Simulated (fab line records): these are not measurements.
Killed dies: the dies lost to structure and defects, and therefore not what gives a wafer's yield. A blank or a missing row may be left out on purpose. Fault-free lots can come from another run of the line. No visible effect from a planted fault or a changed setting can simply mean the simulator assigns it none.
8D (eight disciplines) problem report, filled in by code / flow gf180mcu / the parts of the form that need people (team, actions taken, sign-off) are left out

1. PROBLEM STATEMENT
Mean NSD_RS at GF_PSD_RS_MEAS_14: 46.78 ohm/sq over 3 wafers in 2 lots; fault-free wafers: 46.14 ohm/sq, standard deviation 0.093. That puts it +6.9 standard deviations away from the usual mean.
The step: measures by four-point-probe.
Seen first at day 17 17:14 on film-metro-04, wafer L152.2. The record holds 39 wafers of 13 lots with a number at this step. By rule, "out" or "out of limits" means more than 4 standard deviations away from the usual mean. Any other wafer with a number is counted as sound.

2. WHAT IT IS, AND WHAT IT ISN'T
question=which readings at this step | is=NSD_RS | is not=-
question=which lots | is=L152, L153 | is not=L143, L144, L148, L159, L160, L161, L162, L163, L164, L165, L166
question=which wafers of those lots | is=L152.2, L152.6, L153.6 | is not=L152.3, L153.1, L153.3
question=read on which gauges | is=film-metro-03, film-metro-04 | is not=film-metro-02
question=when | is=from day 17 17:14 | is not=up to then (10 sound wafers); but 26 sound wafers of L153, L159, L160, L161, L162, L163, L164, L165, L166 came after

3. WHAT RULES OUT EACH SUSPECT
Counting: any tool at a process step up to the reading remains a suspect provided it ran every lot that is out. Sound lots after the first of them don't rule it out here, since some wafers of a struck lot are sound.
- the gauge at GF_PSD_RS_MEAS_14: ruled out. Those wafers that are out were read across 2 gauges (film-metro-03, film-metro-04).
- implanter-01 at GF_NSD_IMPLANT_10: kept. It ran every lot that is out, first L152 (day 16 17:50); its last sound lot up to then is L144 (day 13 20:43).
Remaining after the count: implanter-01 at GF_NSD_IMPLANT_10.

4. THE CAUSE (what the simulator had put in)
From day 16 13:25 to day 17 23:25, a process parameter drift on implanter-01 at GF_NSD_IMPLANT_10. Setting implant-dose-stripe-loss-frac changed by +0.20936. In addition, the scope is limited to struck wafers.
This tool alone remained once counting was done.

5. THE CHAIN OF EFFECTS, in route order
Each row: a reading whose mean over the struck wafers that have a number lies more than 3 standard deviations from the usual. Readings are gone through only where the record gives a usual standard deviation; hours: the median, over the lots, of the time from a lot's start at the first step in this table giving one to that lot's start at this step; sigmas: the change measured in usual standard deviations.
hours=0; step=GF_PSD_RS_MEAS_14; reading=NSD_RS; usual=46.14 ohm/sq; on struck wafers=46.78; change=+0.64; sigmas=+6.9

6. WHAT WOULD HAVE CAUGHT IT SOONER
In this record the first reading out of limits at a measuring or inspecting step was taken at day 17 17:14, 28 hours after the fault began at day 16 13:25.
By day 17 17:14, every lot that is out (2) had started GF_NSD_IMPLANT_10 on implanter-01. Had the tool been put on hold then, not one of them would have been saved.
